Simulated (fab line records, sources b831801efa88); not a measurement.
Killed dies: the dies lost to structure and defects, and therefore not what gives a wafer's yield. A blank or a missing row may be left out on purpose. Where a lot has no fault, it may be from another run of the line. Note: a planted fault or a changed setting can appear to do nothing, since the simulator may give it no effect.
A lot that was struck, set against a sound lot | flow gf180mcu | 27 steps out of a route of 602
Sound: these wafers, L146.3, L146.4, L146.6. Struck: wafers L143.2, L143.4, L143.6. The cause is given at the end.
Order at every step that has rows: each side's tool, ch and its chambers, its first start. Under that, the readings that differ: sound wafers | struck wafers | difference of the means | sigmas: that difference in standard deviations of wafers without a fault.
alike: same words and numbers on both sides, and readings whose means sit less than 2 such deviations apart. not compared: any withheld reading, any reading some wafer has no value for, any bound like >300 that may hide the same value, and any number with overlapping values for which the record gives no deviation.
A row with sigmas, a row that says differs or no value, or rows on one side alone: a step with any of these is where the two part. Non-overlapping numbers with no deviation appear without sigmas and do not part them. A reading missing from all wafers of one side parts the sides only when that side holds two or more wafers.

first, 5 steps without rows for these wafers: GF_V2_ETCH_16 (etches BARC in N2/H2); GF_V2_ETCH_17 (etches SiO2 in C4F8/O2/Ar, stops on TiN, target depth 630 nm); GF_V2_STRIP_18 (strips in O2/N2); GF_V2_STRIP_19 (strips in post etch residue remover, time 1200 s); GF_V2_CLEAN_20 (cleans in DIW).
GF_V2_SPUTTER_21: material Ti, target thk 15 nm, time 80.02 s.
  struck on pvd_sputter-04, day 26 23:10; sound on pvd_sputter-01, day 27 14:44
  alike: cathode_dc_power_W, chamber_pressure_pa, throttle_valve_pct
GF_V2_SPUTTER_22: material TiN, target thk 10 nm, time 40 s.
  struck on pvd_sputter-04, day 26 23:13; sound on pvd_sputter-01, day 27 14:48
  alike: cathode_dc_power_W, chamber_pressure_pa, throttle_valve_pct
then, 1 step without rows for these wafers: GF_V2_CVD_23 (deposits W, target thk 350 nm, time 104.94 s).
GF_V2_RS_MEAS_24: measurement is done with a four-point probe.
  struck on film_metro-02, day 26 23:23; sound on film_metro-03, day 27 15:00
  alike: V2_W_RS
GF_V2_THK_MEAS_25: measures by xrf.
  struck on film_metro-02, day 26 23:30; sound on film_metro-03, day 27 15:06
  alike: V2_W_THK
GF_V2_CMP_26: polishes, stops on SiO2, t overpolish 15 s, target thk 0 nm.
  sound on cmp-02 ch 0,2,3, day 27 15:14; struck on cmp-01 ch 1,3, day 26 23:36
  alike: edge_zone_pressure_frac, motor_current_A, overpolish_run_s, retaining_ring_pressure_frac, time_to_endpoint_s
then, 1 step without rows for these wafers: GF_M3_SPUTTER_00 (material Ti, target thk 37.5 nm, time 150 s).
GF_M3_SPUTTER_01: material TiN, target thk 30 nm, time 25 s.
  struck on pvd_sputter-02, day 26 23:57; sound on pvd_sputter-03, day 27 15:32
  no value came back on the struck wafers for cathode_dc_power_W (W), chamber_pressure_pa (Pa), throttle_valve_pct (%); on the sound wafers cathode_dc_power_W (W) reads 6498.4 6501.0 6498.7
GF_M3_SPUTTER_02: material AlCu, target thk 450 nm, time 23.9 s.
  struck on pvd_sputter-02, day 26 23:59; sound on pvd_sputter-03, day 27 15:34
  alike: cathode_dc_power_W, chamber_pressure_pa, throttle_valve_pct
then, 1 step without rows for these wafers: GF_M3_SPUTTER_03 (material Ti, target thk 10 nm, time 6.7 s).
GF_M3_SPUTTER_04: material TiN, target thk 50 nm, time 43.44 s.
  struck on pvd_sputter-02, day 27 00:02; sound on pvd_sputter-03, day 27 15:37
  alike: cathode_dc_power_W, chamber_pressure_pa, throttle_valve_pct
then, 7 steps without rows for these wafers: GF_M3_DEHYDRATE_07 (time 60 s); GF_M3_HMDS_08 (prime time 60 s); GF_M3_COAT_09 (resist thk 1000 nm); GF_M3_SOFTBAKE_10 (time 60 s); GF_M3_EXPOSE_11 (exposes mask Metal3, target cd 280 nm); GF_M3_PEB_12 (peb time 90 s); GF_M3_DEVELOP_13 (develop time 60 s).
GF_M3_CD_MEAS_14: the cd target is 280 nm.
  struck on cd_sem-02, day 27 20:14; sound on cd_sem-02, day 28 10:49
  alike: cd_nm
GF_M3_OVL_MEAS_15:
  struck on overlay-01, day 27 20:20; sound on overlay-01, day 28 10:54
  alike: M3_OVL
GF_M3_METAL_ETCH_16: etches the open film in Cl2/BCl3, stops on SiO2, target depth 627.5 nm, time 104.6 s.
  sound on rie_metal-01 ch 0,1, day 28 10:58; struck on rie_metal-04 ch 0,1, day 27 20:22
  reading                | sound                | struck               | difference | sigmas
  oes_product_au (a.u.)  | 0.971 0.960 0.959    | 0.947 0.943 0.922    | -0.026     | -3
  throttle_valve_pct (%) | 28.252 28.266 28.256 | 28.277 28.286 28.298 | +0.029     | +3
  alike: bias_w, drypump_motor_current_A, mfc_cl2_sccm
  not compared: rf_hours_counter_h
then, 1 step without rows for these wafers: GF_M3_STRIP_17 (strips in O2/N2).

== WHERE THEY PART ==
First at GF_M3_SPUTTER_01; last, within this record, at GF_M3_METAL_ETCH_16.

WHY: what had been put in by the simulator
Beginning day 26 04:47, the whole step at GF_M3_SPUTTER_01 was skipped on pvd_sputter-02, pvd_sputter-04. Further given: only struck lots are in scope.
